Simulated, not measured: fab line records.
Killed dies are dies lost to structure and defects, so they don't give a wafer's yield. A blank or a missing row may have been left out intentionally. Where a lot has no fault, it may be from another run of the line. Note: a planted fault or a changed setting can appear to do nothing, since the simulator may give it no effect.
The same fault as seen by 2 desks -- flow gf180mcu -- each desk holds nothing but its own numbers, with what lay behind them at the end

## DESK OF THE TOOL OWNER: implanter-03
The tool's own readings at GF_HV_LDD_IMPLANT_48: means of the sampled wafers that have a number, for each lot that ran on this tool. Marked OUT: a lot whose mean sits more than 4 standard deviations from the usual mean, which makes it out of limits; the brackets give that distance.
Columns: A = tiltDeg at GF_HV_LDD_IMPLANT_48, usual 7.003 degrees
lot,first seen here,A
L507,day 13 06:32,6.986
L508,day 13 10:34,7.017
L510,day 14 02:55,7.021
L514,day 15 06:46,-0.008 (-99 or more) OUT
L515,day 15 18:50,0.024 (-99 or more) OUT
L516,day 15 23:50,0.008 (-99 or more) OUT
L524,day 18 19:16,7.021
L526,day 19 09:23,7.018
This desk's verdict: out of limits on L514, L515, L516, starting with L514 at day 15 06:46 (tiltDeg at GF_HV_LDD_IMPLANT_48). Within limits: L507, L508, L510, L524, L526.

## AT THE METROLOGY DESK
Means of the sampled wafers that have a number, per lot and without regard to the tool the lot ran on: this is what the gauges read. Marked OUT: a lot whose mean sits more than 4 standard deviations from the usual mean, which makes it out of limits; the brackets give that distance.
Columns: A = HV_LDD_4_TW at GF_HV_LDD_TW_MEAS_50, usual 567; B = CONTACT_CVD_00_THK at GF_CONTACT_THK_MEAS_01, usual 301 nm; C = cdNm at GF_V1_CD_MEAS_14, usual 260.1 nm
lot,first seen here,A,B,C
L505,day 12 15:59,578,300,260.2
L507,day 13 06:47,561,303,260.4
L508,day 13 10:49,560,305,261.2
L509,day 13 21:47,558,300,259.8
L510,day 14 03:09,578,301,262.6
L514,day 15 06:58,500 (-8.2) OUT,304,258.1
L515,day 15 19:05,516 (-6.3) OUT,298,261.3
L516,day 16 00:05,506 (-7.5) OUT,295,259.3
L523,day 18 10:56,560,301,260.9
L524,day 18 19:29,578,294,259.6
L525,day 19 00:26,579,298,259.3
L526,day 19 09:37,576,300,260.3
L527,day 20 06:23,572,302,260.3
Finding of this desk: L514, L515, L516 out of limits, first seen on L514 at day 15 06:58 (HV_LDD_4_TW at GF_HV_LDD_TW_MEAS_50). Within limits: L505, L507, L508, L509, L510, L523, L524, L525, L526, L527.

## PUT TOGETHER
The tool owner's desk could have raised an alarm at day 15 06:46, on L514, L515, L516.
At day 15 06:58 the metrology desk could have sounded an alarm, on L514, L515, L516.
On implanter-03, each named lot ran GF_HV_LDD_IMPLANT_48.

## WHAT HAD BEEN PUT IN BY THE SIMULATOR
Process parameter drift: implanter-03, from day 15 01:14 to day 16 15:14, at GF_HV_LDD_IMPLANT_48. The setting tiltDeg was moved by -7, starting from 7. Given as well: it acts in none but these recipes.
Shown lots that were struck: L514, L515, L516.
Counting hours from when the fault started, the first reading out of limits came at 6 for the tool owner's desk and at 6 for the metrology desk.
